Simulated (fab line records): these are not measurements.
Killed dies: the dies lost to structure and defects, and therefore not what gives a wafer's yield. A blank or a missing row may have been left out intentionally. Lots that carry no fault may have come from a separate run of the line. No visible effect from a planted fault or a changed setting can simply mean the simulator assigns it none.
The tool behind it: which one? + flow sky130 + 12 lots with 36 wafers sampled at 2 steps, on a route of 708 steps

== WHAT EACH GAUGE READ, for each wafer ==
SKY_VIA4_RS_MEAS_19: measures by four-point-probe. Usual: VIA4_W_RS gives 0.226 ohm/sq (standard deviation 0.0043).
| lot  | measured     | on           | VIA4_W_RS (ohm/sq) | flag |
|------|--------------|--------------|--------------------|------|
| L503 | day 42 13:04 | filmMetro-01 | 0.230 0.217 0.234  |      |
| L504 | day 43 01:30 | filmMetro-03 | 0.223 0.224 0.224  |      |
| L506 | day 43 14:40 | filmMetro-01 | 0.220 0.230 0.230  |      |
| L507 | day 44 03:50 | filmMetro-01 | 0.217 0.217 0.229  |      |
| L509 | day 44 07:50 | filmMetro-02 | 0.230 0.230 0.230  |      |
| L510 | day 44 18:23 | filmMetro-03 | 0.230 0.229 0.226  |      |
| L511 | day 45 03:44 | filmMetro-03 | 0.228 0.215 0.228  |      |
| L515 | day 46 02:41 | filmMetro-03 | 0.226 0.226 0.227  |      |
| L517 | day 46 14:01 | filmMetro-01 | 0.229 0.228 0.229  |      |
| L518 | day 46 22:14 | filmMetro-02 | 0.229 0.227 0.228  |      |
| L523 | day 48 02:07 | filmMetro-01 | 0.221 0.224 0.231  |      |
| L524 | day 48 02:20 | filmMetro-03 | 0.230 0.231 0.229  |      |

== WHAT TOOL EACH LOT RAN ON (gives the tool, then ch and the chambers of the sampled wafers, and finally the start) ==
| lot  | SKY_CAP2M_METAL_ETCH_13          |
|------|----------------------------------|
| L503 | rieMetal-04 ch 0,1, day 40 10:31 |
| L504 | rieMetal-01 ch 0,1, day 41 00:01 |
| L506 | rieMetal-01 ch 0,1, day 41 13:58 |
| L507 | rieMetal-01 ch 0,1, day 42 02:34 |
| L509 | rieMetal-02 ch 0,1, day 42 07:11 |
| L510 | rieMetal-01 ch 0, day 42 19:28   |
| L511 | rieMetal-01 ch 1, day 43 05:13   |
| L515 | rieMetal-01 ch 1, day 44 04:31   |
| L517 | rieMetal-01 ch 1, day 44 17:01   |
| L518 | rieMetal-01 ch 1, day 45 00:43   |
| L523 | rieMetal-02 ch 0,1, day 46 06:01 |
| L524 | rieMetal-02 ch 0,1, day 46 07:41 |
- SKY_CAP2M_METAL_ETCH_13: etches TiN in Cl2/BCl3, stops on SiO2, target depth 220 nm, time 62.9 s.

== AS READ BY THE TOOLS THEMSELVES (means over the sampled wafers that have a number; for cases with no such wafer, the mark the record gives instead) ==
SKY_CAP2M_METAL_ETCH_13. Usual: drypumpMotorCurrentA 5.8 A, standard deviation 0.33; oesProductAu 0.940 a.u., standard deviation 0.0064; throttleValvePct 21.901 %, standard deviation 0.0097.
| lot  | tool        | drypumpMotorCurrentA (A) | oesProductAu (a.u.) | throttleValvePct (%) | flag |
|------|-------------|--------------------------|---------------------|----------------------|------|
| L503 | rieMetal-04 | 5.2                      | 0.943               | 21.908               |      |
| L504 | rieMetal-01 | 6.0                      | 0.941               | 21.899               |      |
| L506 | rieMetal-01 | 6.0                      | 0.937               | 21.907               |      |
| L507 | rieMetal-01 | 6.0                      | 0.938               | 21.893               |      |
| L509 | rieMetal-02 | 5.7                      | 0.940               | 21.897               |      |
| L510 | rieMetal-01 | 6.0                      | 0.943               | 21.906               |      |
| L511 | rieMetal-01 | 5.9                      | 0.944               | 21.902               |      |
| L515 | rieMetal-01 | 5.9                      | 0.942               | 21.900               |      |
| L517 | rieMetal-01 | 6.0                      | 0.943               | 21.904               |      |
| L518 | rieMetal-01 | 6.0                      | 0.942               | 21.897               |      |
| L523 | rieMetal-02 | 5.7                      | 0.936               | 21.907               |      |
| L524 | rieMetal-02 | 5.7                      | 0.931               | 21.907               |      |

== THE ANSWER, worked out from the rows above alone ==
Rule: a lot is off if the mean of its wafers that have a number lies more than 3 standard deviations from the usual mean. Also off: a lot with no number at a reading for which 4 or more lots have one. The other lots that the step has rows for count as sound. The gauges are gone through in route order, then the tools' own readings, and for those a lot's mean is taken as printed above. The first step at which some lot is off is used, and at that step the reading that is off furthest; a lot without a number counts as furthest.
None of the lots is off at any reading shown; this tells nothing.

== WHAT WAS PUT IN BY THE SIMULATOR ==
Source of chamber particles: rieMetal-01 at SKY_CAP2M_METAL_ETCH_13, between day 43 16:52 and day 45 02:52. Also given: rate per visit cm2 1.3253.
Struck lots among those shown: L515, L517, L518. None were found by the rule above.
